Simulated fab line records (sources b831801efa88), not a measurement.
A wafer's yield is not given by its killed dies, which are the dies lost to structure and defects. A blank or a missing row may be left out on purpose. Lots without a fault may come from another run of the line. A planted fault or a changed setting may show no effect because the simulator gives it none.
Matching of chambers | flow sfq-line | 4 sister chambers for SFQ_TRILAYER_I0_CMP_CMP_028 on cmp-02
The step polishes SiO2. 19 wafers are shown with their chamber, then 9 later ones without.

## WAFERS PAIRED WITH THEIR CHAMBERS
wafer  | chamber | motor-current-A (A) | edge-zone-pressure-frac | time-to-endpoint-s (s)
L743.1 | 1       | 10.4                | 1.005                   | 228
L743.2 | 0       | 8.8                 | 1.004                   | 221
L743.5 | 2       | 9.9                 | 1.002                   | 218
L745.1 | 1       | 10.7                | 0.995                   | 220
L745.5 | 0       | 9.0                 | 0.997                   | 226
L745.6 | 1       | 10.5                | 0.999                   | 227
L746.2 | 0       | 8.8                 | 0.989                   | 220
L746.3 | 3       | 11.9                | 1.001                   | 222
L746.6 | 2       | 9.9                 | 1.000                   | 231
L750.3 | 1       | 10.5                | 1.001                   | 223
L750.4 | 3       | 12.5                | 1.000                   | 221
L750.6 | 2       | 9.6                 | 1.002                   | 229
L751.3 | 1       | 10.6                | 1.000                   | 209
L751.4 | 3       | 12.2                | 1.002                   | 213
L751.5 | 1       | 10.9                | 1.001                   | 216
L752.1 | 1       | 11.1                | 1.002                   | 209
L752.2 | 0       | 8.5                 | 0.996                   | 214
L752.3 | 3       | 12.2                | 1.005                   | 215
L755.1 | 2       | 10.4                | 0.991                   | 212

SIGNATURES (averages over the wafers above)
reading                 | chamber 0 | chamber 1 | chamber 2 | chamber 3 | scatter within a chamber
motor-current-A         | 8.775     | 10.671    | 9.950     | 12.200    | 0.26
edge-zone-pressure-frac | 0.99650   | 1.00043   | 0.99875   | 1.00200   | 0.00421
time-to-endpoint-s      | 220.25    | 218.86    | 222.50    | 217.75    | 7.06
Rule: for a wafer and a chamber, the distance is found by dividing, reading by reading, the gap between the wafer's reading and the chamber's mean by the reading's scatter, squaring, summing and taking the root. If the next closest chamber is less than 2 further off than the closest, the wafer can't be placed; otherwise it belongs to the closest. The scatter: take each reading less its chamber's mean, square it, sum over the shown wafers, divide by the number of wafers less the number of chambers, and take the root.

## WAFERS WITHOUT THEIR CHAMBER
wafer  | motor-current-A (A) | edge-zone-pressure-frac | time-to-endpoint-s (s)
L755.2 | 8.3                 | 1.000                   | 214
L755.4 | 12.0                | 1.008                   | 222
L756.3 | 8.0                 | 0.996                   | 223
L756.4 | 10.6                | 1.005                   | 219
L756.5 | 10.8                | 1.001                   | 223
L757.1 | 9.9                 | 0.991                   | 219
L757.6 | 11.1                | 0.997                   | 225
L758.2 | 13.0                | 1.006                   | 213
L758.3 | 9.9                 | 1.004                   | 205

## WHICH CHAMBER EACH WENT THROUGH
wafer  | from the rows above     | in truth
L755.2 | 0                       | 0
L755.4 | 3                       | 3
L756.3 | 0                       | 0
L756.4 | can't be placed: 1 or 2 | 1
L756.5 | 1                       | 1
L757.1 | can't be placed: 2 or 1 | 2
L757.6 | 1                       | 1
L758.2 | 3                       | 3
L758.3 | can't be placed: 2 or 1 | 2
Correctly placed: 6 of 9. Unplaceable from these rows: 3, with the true chamber sitting among the candidates in 3. 0 placed wrongly.
